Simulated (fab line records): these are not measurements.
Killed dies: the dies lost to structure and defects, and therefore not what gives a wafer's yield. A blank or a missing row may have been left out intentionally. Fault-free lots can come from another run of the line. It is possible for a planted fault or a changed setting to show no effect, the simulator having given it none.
Comparing a struck lot with a sound one || flow sky130 || 44 out of 708 route steps
Sound: wafers L797.2, L797.3, L797.6. Struck: wafers L800.3, L800.4. (L800.6 of the same lot was not struck and is left out.) The cause comes at the end.
Order at every step that has rows: each side's tool, ch and its chambers, its first start. Under that, the readings that differ: sound wafers || struck wafers || difference of the means || sigmas: that difference in standard deviations of wafers without a fault.
alike: readings whose means differ by less than 2 such deviations, and words and numbers that are the same on both sides. not compared: withheld readings, readings that some wafer has no value for, bounds like >300 that may hide the same value, and numbers for which the record gives no deviation and whose values overlap.
A row with sigmas, a row that says differs or no value, or rows on one side alone: a step with any of these is where the two part. Numbers that have no deviation but don't overlap get no sigmas and don't part them. Lack of a reading on every wafer of one side parts them only where that side has two or more wafers.

first, 2 steps without rows for these wafers: SKY_DNWELL_DEVELOP_06 (develop time 60 s); SKY_DNWELL_IMPLANT_07.
SKY_DNWELL_STRIP_08: strips in O2/N2.
  sound on plasma asher-03 ch 0,1, day 4 18:11; struck on plasma asher-01 ch 0,1, day 5 10:05
  alike: drypump motor current A, oes product au, strip time to endpoint s
  not compared: rf hours counter h
SKY_DNWELL_TW_MEAS_09:
  sound on film metro-02, day 4 18:18; struck on film metro-02, day 5 10:10
  alike: DNWELL_TW
then, 7 steps without rows for these wafers: SKY_PWDE_DEHYDRATE_00 (time 60 s); SKY_PWDE_HMDS_01 (prime time 60 s); SKY_PWDE_COAT_02 (resist thk 3000 nm); SKY_PWDE_SOFTBAKE_03; SKY_PWDE_EXPOSE_04 (exposes mask PWDEM, target cd 840 nm); SKY_PWDE_PEB_05; SKY_PWDE_DEVELOP_06 (develop time 60 s).
SKY_PWDE_OVL_MEAS_07:
  sound on overlay-02, day 5 11:33; struck on overlay-01, day 6 04:18
  alike: PWDE_OVL
SKY_PWDE_IMPLANT_08:
  sound on implanter-02 ch 0, day 5 11:36; struck on implanter-02 ch 0, day 6 04:23
{"reading": "beam on s (s)", "sound": "10.25 10.20 10.11", "struck": "12.96 12.71", "difference": "+2.65", "sigmas": "+12"}
{"reading": "faraday current uA", "sound": "19.8 20.0 20.1", "struck": "15.6 15.9", "difference": -4.2, "sigmas": -9}
SKY_PWDE_STRIP_09: strips in O2/N2.
  sound on plasma asher-01 ch 0,1, day 5 11:44; struck on plasma asher-04 ch 0,1, day 6 04:31
{"reading": "drypump motor current A (A)", "sound": "5.56 5.15 5.16", "struck": "6.14 5.66", "difference": "+0.61", "sigmas": "+2"}
{"reading": "strip time to endpoint s (s)", "sound": "36.61 36.60 36.64", "struck": "36.88 36.91", "difference": "+0.28", "sigmas": "+2"}
  alike: oes product au
  not compared: rf hours counter h
SKY_PWDE_TW_MEAS_10:
  sound on film metro-04, day 5 11:50; struck on film metro-02, day 6 04:36
{"reading": "PWDE_TW", "sound": "373.7 372.8 371.7", "struck": "396.6 394.8", "difference": "+23.0", "sigmas": "+9"}
then, 7 steps without rows for these wafers: SKY_NWELL_DEHYDRATE_03 (time 60 s); SKY_NWELL_HMDS_04 (prime time 60 s); SKY_NWELL_COAT_05 (resist thk 3000 nm); SKY_NWELL_SOFTBAKE_06; SKY_NWELL_EXPOSE_07 (exposes mask NWM, target cd 840 nm); SKY_NWELL_PEB_08; SKY_NWELL_DEVELOP_09 (develop time 60 s).
SKY_NWELL_OVL_MEAS_10:
  sound on overlay-02, day 6 06:36; struck on overlay-02, day 6 23:48
  alike: NWELL_00_OVL
then, 3 steps without rows for these wafers: SKY_NWELL_IMPLANT_11; SKY_NWELL_IMPLANT_12; SKY_NWELL_IMPLANT_13.
SKY_NWELL_STRIP_14: strips in O2/N2.
  sound on plasma asher-01 ch 0,1, day 6 07:05; struck on plasma asher-03 ch 0,1, day 7 00:19
  alike: drypump motor current A, oes product au, strip time to endpoint s
  not compared: rf hours counter h
SKY_NWELL_TW_MEAS_15:
  sound on film metro-04, day 6 07:11; struck on film metro-03, day 7 00:24
{"reading": "NWELL_TW", "sound": "1830 1827 1841", "struck": "1798 1815", "difference": -26, "sigmas": -2}
then, 7 steps without rows for these wafers: SKY_NWELL_DEHYDRATE_16 (time 60 s); SKY_NWELL_HMDS_17 (prime time 60 s); SKY_NWELL_COAT_18 (resist thk 3000 nm); SKY_NWELL_SOFTBAKE_19; SKY_NWELL_EXPOSE_20 (exposes mask NWM COMPLEMENT, target cd 840 nm); SKY_NWELL_PEB_21; SKY_NWELL_DEVELOP_22 (develop time 60 s).
SKY_NWELL_OVL_MEAS_23:
  sound on overlay-01, day 7 01:34; struck on overlay-01, day 7 19:31
  alike: NWELL_01_OVL
then, 1 step without rows for these wafers: SKY_NWELL_IMPLANT_24.
SKY_NWELL_STRIP_25: strips in O2/N2.
  sound on plasma asher-01 ch 0,1, day 7 01:44; struck on plasma asher-03 ch 0,1, day 7 19:43
  alike: drypump motor current A, oes product au, strip time to endpoint s
  not compared: rf hours counter h
SKY_NWELL_TW_MEAS_26:
  sound on film metro-02, day 7 01:51; struck on film metro-04, day 7 19:48
  alike: NWELL_2_TW
then, 1 step without rows for these wafers: SKY_NWELL_CLEAN_27 (cleans in SC1/SC2, time 150 s).
SKY_NWELL_RTA_28: time 30 s.
  sound on rtp anneal-02 ch 0, day 7 01:58; struck on rtp anneal-01 ch 0, day 7 19:56
  alike: lamp power pct, wafer_temp_C_max
SKY_NWELL_RS_MEAS_29: measures by four-point-probe.
  sound on film metro-04, day 7 02:04; struck on film metro-03, day 7 20:02
  alike: NWELL_RS
SKY_NWELL_RS_MEAS_31: measures by four-point-probe.
  sound on film metro-04, day 7 02:19; struck on film metro-03, day 7 20:17
{"reading": "PWDE_RS (ohm/sq)", "sound": "5283 5282 5285", "struck": "4429 4439", "difference": -849, "sigmas": -47}
-- the record jumps here: 41 days lie between the struck wafers' starts before and after (it left off in module NWELL and takes up again in module PAD_OPEN, whose first step shown is number 708 of the route) --
SKY_PAD_OPEN_PROBE_99:
  sound on prober-02, day 47 17:28; struck on prober-01, day 48 15:25
{"reading": "model.etest.res_p_drift_20v.line ohm um", "sound": "1.189e+04 1.238e+04 1.168e+04", "struck": "9668 9294", "difference": -2502, "sigmas": ""}
{"reading": "model.etest.res_p_drift_20v.rs ohm sq", "sound": "9866 1.017e+04 9738", "struck": "8172 7865", "difference": -1906, "sigmas": ""}
{"reading": "model.etest.res pwde under gate.rs ohm sq", "sound": "6166 6174 6173", "struck": "5054 5047", "difference": -1120, "sigmas": ""}
  alike: killed_at_M0_to_M3, killed_at_M4_up, killed at contacts, killed at front end, killed at other, killed dies, killed open, killed short

WHERE THEY PART
At SKY_PWDE_IMPLANT_08 first; at SKY_NWELL_RS_MEAS_31 last (within this record only). Later steps at which nothing parts them and some readings are alike: SKY_PAD_OPEN_PROBE_99.

WHY: what the simulator had put in
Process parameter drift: implanter-02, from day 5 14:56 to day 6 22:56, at SKY_PWDE_IMPLANT_08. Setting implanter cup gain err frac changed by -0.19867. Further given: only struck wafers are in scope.
